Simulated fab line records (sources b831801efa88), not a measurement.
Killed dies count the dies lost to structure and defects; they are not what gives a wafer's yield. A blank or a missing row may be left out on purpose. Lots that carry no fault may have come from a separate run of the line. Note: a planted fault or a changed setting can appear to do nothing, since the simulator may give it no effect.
Which tool is to blame? | flow sky130 | 42 wafers from 14 lots sampled at 6 of the route's 708 steps

== WHAT EACH GAUGE READ, for each wafer ==
SKY_CONTACT_RS_MEAS_25: a four-point-probe measurement. Usual: for CONTACT_W_RS the level is 0.338 ohm/sq and the standard deviation is 0.0049.
lot  | measured     | on            | CONTACT_W_RS (ohm/sq)               | flag
L660 | day 31 14:36 | film-metro-02 | 0.339 0.340 0.340                   |
L661 | day 31 21:32 | film-metro-03 | 0.340 0.340 0.347                   |
L662 | day 31 22:00 | film-metro-02 | 0.332 0.344 0.333                   |
L663 | day 32 12:40 | film-metro-01 | 0.339 0.339 0.330                   |
L666 | day 33 22:40 | film-metro-02 | 0.340 0.339 0.333                   |
L664 | day 34 02:44 | film-metro-01 | 0.344 0.344 0.330                   |
L667 | day 34 07:59 | film-metro-03 | 0.336 0.339 0.336                   |
L668 | day 34 14:35 | film-metro-02 | 0.337 0.339 0.336                   |
L672 | day 35 16:31 | film-metro-02 | 0.341 0.341 0.337                   |
L676 | day 36 18:14 | film-metro-03 | 0.364 0.363 0.361 0.364 0.364 0.362 | OFF
L680 | day 38 01:23 | film-metro-03 | 0.341 0.332 0.345                   |
L679 | day 38 01:45 | film-metro-03 | 0.366 0.365 0.370 0.365 0.366 0.370 | OFF
L681 | day 38 20:23 | film-metro-02 | 0.339 0.331 0.342                   |
L682 | day 38 21:38 | film-metro-03 | 0.333 0.341 0.334                   |

SKY_CONTACT_THK_MEAS_26: measures by xrf. Usual: for CONTACT_W_THK the level is 340 nm and the standard deviation is 5.6.
lot  | measured     | on            | CONTACT_W_THK (nm)      | flag
L660 | day 31 14:43 | film-metro-02 | 339 335 334             |
L661 | day 31 21:38 | film-metro-03 | 343 342 336             |
L662 | day 31 22:07 | film-metro-02 | 343 330 342             |
L663 | day 32 12:47 | film-metro-01 | 339 338 348             |
L666 | day 33 22:47 | film-metro-02 | 336 338 343             |
L664 | day 34 02:51 | film-metro-01 | 332 333 348             |
L667 | day 34 08:05 | film-metro-03 | 346 344 347             |
L668 | day 34 14:43 | film-metro-02 | 332 333 339             |
L672 | day 35 16:37 | film-metro-02 | 336 334 338             |
L676 | day 36 22:12 | film-metro-03 | 319 321 324 320 322 324 | OFF
L680 | day 38 01:30 | film-metro-03 | 341 351 338             |
L679 | day 38 04:05 | film-metro-03 | 320 322 314 318 319 312 | OFF
L681 | day 38 20:29 | film-metro-02 | 335 344 334             |
L682 | day 38 21:45 | film-metro-03 | 350 341 349             |

== TOOL THAT RAN EACH LOT (tool first, then ch and the chambers of the sampled wafers, then the start) ==
lot  | SKY_LOCAL_INTERCONNECT_METAL_ETCH_14 | SKY_LOCAL_INTERCONNECT_STRIP_15      | SKY_CONTACT_CMP_04            | SKY_CONTACT_CVD_24
L660 | rie-metal-02 ch 0,1, day 30 08:01    | plasma-asher-02 ch 0, day 30 08:04   | cmp-01 ch 0,1,3, day 30 08:55 | cvd-w-01 ch 0,1, day 31 14:29
L661 | rie-metal-02 ch 0,1, day 30 15:13    | plasma-asher-02 ch 0,1, day 30 15:16 | cmp-02 ch 0,1,2, day 30 16:13 | cvd-w-01 ch 0,1, day 31 21:24
L662 | rie-metal-03 ch 1, day 30 15:49      | plasma-asher-04 ch 0,1, day 30 15:52 | cmp-01 ch 0,2,3, day 30 16:46 | cvd-w-01 ch 0,1, day 31 21:52
L663 | rie-metal-03 ch 0,1, day 31 06:10    | plasma-asher-01 ch 0,1, day 31 06:13 | cmp-01 ch 0,2, day 31 07:26   | cvd-w-02 ch 0,1, day 32 12:32
L666 | rie-metal-02 ch 0, day 32 18:44      | plasma-asher-01 ch 0,1, day 32 18:50 | cmp-02 ch 0,1, day 32 19:41   | cvd-w-01 ch 0,1, day 33 22:33
L664 | rie-metal-04 ch 0,1, day 32 22:37    | plasma-asher-01 ch 0,1, day 32 22:40 | cmp-02 ch 1,2,3, day 32 23:38 | cvd-w-02 ch 0,1, day 34 02:37
L667 | rie-metal-03 ch 1, day 33 03:46      | plasma-asher-02 ch 0, day 33 03:49   | cmp-02 ch 0,3, day 33 04:40   | cvd-w-01 ch 0,1, day 34 07:51
L668 | rie-metal-03 ch 0,1, day 33 10:04    | plasma-asher-02 ch 0,1, day 33 10:07 | cmp-02 ch 1,2,3, day 33 11:01 | cvd-w-01 ch 0,1, day 34 14:29
L672 | rie-metal-02 ch 0,1, day 34 11:56    | plasma-asher-04 ch 0,1, day 34 12:01 | cmp-01 ch 0,2,3, day 34 12:47 | cvd-w-01 ch 0,1, day 35 16:25
L676 | rie-metal-03 ch 0,1, day 35 13:23    | plasma-asher-02 ch 0,1, day 35 13:28 | cmp-01 ch 1,2,3, day 35 14:21 | cvd-w-01 ch 0,1, day 36 18:06
L680 | rie-metal-02 ch 0,1, day 36 21:11    | plasma-asher-01 ch 0,1, day 36 21:14 | cmp-01 ch 0,3, day 36 22:04   | cvd-w-02 ch 0,1, day 38 01:16
L679 | rie-metal-03 ch 0,1, day 36 21:14    | plasma-asher-04 ch 0,1, day 36 21:18 | cmp-02 ch 1,2, day 36 22:09   | cvd-w-01 ch 0,1, day 38 01:38
L681 | rie-metal-02 ch 0,1, day 37 16:52    | plasma-asher-02 ch 0,1, day 37 16:55 | cmp-01 ch 0,2,3, day 37 17:47 | cvd-w-02 ch 0,1, day 38 20:15
L682 | rie-metal-03 ch 0,1, day 37 18:01    | plasma-asher-01 ch 0,1, day 37 18:04 | cmp-01 ch 0,2, day 37 18:53   | cvd-w-02 ch 0,1, day 38 21:31
- SKY_LOCAL_INTERCONNECT_METAL_ETCH_14: etches TiN in Cl2/BCl3, stops on PSG, target depth 110 nm, time 31.4 s.
- SKY_LOCAL_INTERCONNECT_STRIP_15: strips in O2/N2.
- SKY_CONTACT_CMP_04: polishes SiO2.
- SKY_CONTACT_CVD_24: deposits W, target thk 340 nm, time 102.12 s.

== AS READ BY THE TOOLS THEMSELVES (means over the sampled wafers that have a number; for cases with no such wafer, the mark the record gives instead) ==
SKY_LOCAL_INTERCONNECT_METAL_ETCH_14. Usual: drypump-motor-current-A 5.82 A, standard deviation 0.24; oes-product-au 0.942 a.u., standard deviation 0.0074; throttle-valve-pct 21.900 %, standard deviation 0.011.
lot  | tool         | drypump-motor-current-A (A) | oes-product-au (a.u.) | throttle-valve-pct (%) | flag
L660 | rie-metal-02 | 5.72                        | 0.946                 | 21.891                 |
L661 | rie-metal-02 | 5.92                        | 0.944                 | 21.894                 |
L662 | rie-metal-03 | 5.70                        | 0.938                 | 21.903                 |
L663 | rie-metal-03 | 5.71                        | 0.951                 | 21.901                 |
L666 | rie-metal-02 | 5.51                        | 0.935                 | 21.909                 |
L664 | rie-metal-04 | 6.06                        | 0.946                 | 21.897                 |
L667 | rie-metal-03 | 5.70                        | 0.943                 | 21.902                 |
L668 | rie-metal-03 | 5.70                        | 0.942                 | 21.899                 |
L672 | rie-metal-02 | 5.72                        | 0.943                 | 21.890                 |
L676 | rie-metal-03 | 5.71                        | 0.939                 | 21.901                 |
L680 | rie-metal-02 | 5.88                        | 0.943                 | 21.903                 |
L679 | rie-metal-03 | 5.70                        | 0.937                 | 21.904                 |
L681 | rie-metal-02 | 5.72                        | 0.944                 | 21.904                 |
L682 | rie-metal-03 | 5.70                        | 0.936                 | 21.916                 |

SKY_LOCAL_INTERCONNECT_STRIP_15. Usual: drypump-motor-current-A 5.8 A, standard deviation 0.5; oes-product-au 0.428 a.u., standard deviation 0.0043; strip-time-to-endpoint-s 4.745 s, standard deviation 0.022.
lot  | tool            | drypump-motor-current-A (A) | oes-product-au (a.u.) | strip-time-to-endpoint-s (s) | flag
L660 | plasma-asher-02 | 4.8                         | 0.432                 | 4.743                        |
L661 | plasma-asher-02 | 5.2                         | 0.425                 | 4.737                        |
L662 | plasma-asher-04 | 5.5                         | 0.429                 | 4.734                        |
L663 | plasma-asher-01 | 6.3                         | 0.426                 | 4.754                        |
L666 | plasma-asher-01 | 6.3                         | 0.428                 | 4.734                        |
L664 | plasma-asher-01 | 6.3                         | 0.431                 | 4.738                        |
L667 | plasma-asher-02 | 4.9                         | 0.430                 | 4.734                        |
L668 | plasma-asher-02 | 5.1                         | 0.430                 | 4.761                        |
L672 | plasma-asher-04 | 5.5                         | 0.433                 | 4.751                        |
L676 | plasma-asher-02 | 5.1                         | 0.427                 | 4.794                        |
L680 | plasma-asher-01 | 6.2                         | 0.430                 | 4.745                        |
L679 | plasma-asher-04 | 5.5                         | 0.428                 | 4.732                        |
L681 | plasma-asher-02 | 5.2                         | 0.425                 | 4.736                        |
L682 | plasma-asher-01 | 6.2                         | 0.426                 | 4.729                        |

SKY_CONTACT_CMP_04. Usual: head-pressure-psi 4.000 psi, standard deviation 0.0088; motor-current-A 12.1 A, standard deviation 1.4; time-to-endpoint-s 84 s, standard deviation 4.3.
lot  | tool   | head-pressure-psi (psi) | motor-current-A (A) | time-to-endpoint-s (s) | flag
L660 | cmp-01 | 4.002                   | 12.4                | 83                     |
L661 | cmp-02 | 4.008                   | 12.2                | 87                     |
L662 | cmp-01 | 3.994                   | 12.6                | 83                     |
L663 | cmp-01 | 4.005                   | 13.0                | 80                     |
L666 | cmp-02 | 4.000                   | 12.0                | 88                     |
L664 | cmp-02 | 3.997                   | 10.6                | 86                     |
L667 | cmp-02 | 4.002                   | 10.3                | 80                     |
L668 | cmp-02 | 3.999                   | 11.6                | 83                     |
L672 | cmp-01 | 3.997                   | 12.8                | 85                     |
L676 | cmp-01 | 3.994                   | 12.8                | 78                     |
L680 | cmp-01 | 4.004                   | 13.3                | 81                     |
L679 | cmp-02 | 3.985                   | 12.7                | 89                     |
L681 | cmp-01 | 4.005                   | 12.8                | 86                     |
L682 | cmp-01 | 4.003                   | 13.4                | 80                     |

SKY_CONTACT_CVD_24. Usual: chamber-pressure-Torr 40.02 Torr, standard deviation 0.092; heater-power-w 901 W, standard deviation 88.
lot  | tool     | chamber-pressure-Torr (Torr) | heater-power-w (W) | flag
L660 | cvd-w-01 | 40.01                        | 850                |
L661 | cvd-w-01 | 40.02                        | 839                |
L662 | cvd-w-01 | 39.96                        | 830                |
L663 | cvd-w-02 | 39.98                        | 926                |
L666 | cvd-w-01 | 40.05                        | 832                |
L664 | cvd-w-02 | 40.05                        | 931                |
L667 | cvd-w-01 | 40.01                        | 856                |
L668 | cvd-w-01 | 40.00                        | 820                |
L672 | cvd-w-01 | 40.05                        | 851                |
L676 | cvd-w-01 | 34.93                        | 828                | OFF
L680 | cvd-w-02 | 39.98                        | 928                |
L679 | cvd-w-01 | 35.03                        | 844                | OFF
L681 | cvd-w-02 | 39.97                        | 926                |
L682 | cvd-w-02 | 39.99                        | 973                |

== THE ANSWER, worked out from the rows above alone ==
Rule: a lot is off if the mean of its wafers that have a number lies more than 3 standard deviations from the usual mean. Also off: a lot with no number at a reading for which 4 or more lots have one. Where the step has rows for the other lots, those lots are counted as sound. The gauges are gone through in route order, then the tools' own readings, and for those a lot's mean is taken as printed above. At the first step where some lot is off, the reading lying furthest off is the one used; lots without a number count as furthest.
Off: L676, L679, at SKY_CONTACT_RS_MEAS_25 (CONTACT_W_RS).
If a tool, at a process step before that reading, ran all the lots that are off and no sound lot after the first of them, it fits. Not tried: the gauges at SKY_CONTACT_RS_MEAS_25; whatever is off there is also off at SKY_CONTACT_CVD_24, on other tools, and gauge error can't account for it. One fits: cvd-w-01 at SKY_CONTACT_CVD_24. A fault onset in the window from L672 (day 35 16:25, its last sound lot) to L676 (day 36 18:06, its first lot off) fits.
On the lots that are off, the tool's own readings at SKY_CONTACT_CVD_24 differ by more than 5 times the standard deviation of the sound lots' means, which bears it out; chamber-pressure-Torr reads 34.98 Torr there versus 40.01 Torr on the sound lots.

== WHAT THE SIMULATOR HAD INSERTED ==
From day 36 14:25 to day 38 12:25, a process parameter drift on cvd-w-01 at SKY_CONTACT_CVD_24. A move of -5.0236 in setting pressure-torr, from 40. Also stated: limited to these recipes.
Shown lots that were struck: L676, L679. The rule above found the same.
